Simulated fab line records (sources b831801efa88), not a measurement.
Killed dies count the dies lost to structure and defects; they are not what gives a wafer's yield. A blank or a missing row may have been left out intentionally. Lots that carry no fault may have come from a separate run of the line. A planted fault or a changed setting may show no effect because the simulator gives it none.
8D (eight disciplines) problem report, filled in by code | flow gf180mcu | the parts of the form that need people (team, actions taken, sign-off) are left out

## 1. THE PROBLEM
Across 6 wafers from 2 lots, NSD_RS at GF_PSD_RS_MEAS_14 averages 42.98 ohm/sq, while fault-free wafers read 46.53 ohm/sq with a standard deviation of 0.095. That puts it -37 standard deviations away from the usual mean.
The step: measures by four-point-probe.
First seen on wafer L569.1, day 16 09:10, on film metro-04. The record holds 37 wafers of 13 lots with a number at this step. Rule for "out", or "out of limits": more than 4 standard deviations from the usual mean. All remaining wafers that have a number are taken as sound.

## 2. WHAT IT IS AND WHAT IT IS NOT
question                    | is                           | is not
which readings at this step | NSD_RS                       | -
which lots                  | L569, L570                   | L564, L565, L567, L568, L578, L581, L582, L583, L584, L585, L586
which wafers of those lots  | all that have a number       | -
read on which gauges        | film metro-03, film metro-04 | film metro-01
when                        | from day 16 09:10            | up to then (12 sound wafers); but 19 sound wafers of L578, L581, L582, L583, L584, L585, L586 came after

## 3. THE SUSPECTS, EACH WITH WHAT RULES IT OUT
Counting: any tool at a process step up to the reading is kept as a suspect provided that every lot that is out went through it and no sound lot did after the first of them.
- the gauge at GF_PSD_RS_MEAS_14 is ruled out. Those wafers that are out were read across 2 gauges (film metro-03, film metro-04).
- rtp anneal-02 at GF_PSD_RTA_13 (time 20 s): ruled out as a lasting fault. Following L569 (day 16 09:05), the first lot on it that is out, the sound lots L578, L581, L583, L584 were run on it.
Left after counting: nothing in the record.

## 4. THE CAUSE (what the simulator had put in)
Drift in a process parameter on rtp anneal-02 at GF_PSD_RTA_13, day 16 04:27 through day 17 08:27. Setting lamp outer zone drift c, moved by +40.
The count ruled it out by mistake, since the rule takes a fault to strike every lot its tool runs from the start of the fault on, and this one did not do so.

## 5. THE EFFECT CHAIN, in route order
Rows list readings where the struck wafers' mean (over those with a number) sits beyond 3 standard deviations from the usual. Only readings whose record carries a usual standard deviation are examined. hours: median over the lots of the time between each lot's start at the first step of this table that gives one and its start at this step. sigmas: the change, counted in usual standard deviations.
hours | step              | reading | usual         | on struck wafers | change | sigmas
0     | GF_PSD_RS_MEAS_14 | NSD_RS  | 46.53 ohm/sq  | 42.98            | -3.55  | -37
0     | GF_PSD_RS_MEAS_15 | PSD_RS  | 108.56 ohm/sq | 98.53            | -10.03 | -35
At these later measuring or inspecting steps, every struck wafer for which the step has a row has a number for every such reading, and none has moved that far: GF_M3_THK_MEAS_06.

## 6. HOW IT WOULD HAVE BEEN CAUGHT EARLIER
Counted from the fault's start at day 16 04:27, it took 5 hours until the first out-of-limits reading at a measuring or inspecting step in this record, taken at day 16 09:10.
An alarm limit of 4 standard deviations would not have fired on the tool readings at GF_PSD_RTA_13 for which the record gives a usual standard deviation, since none of them was out on any struck wafer.
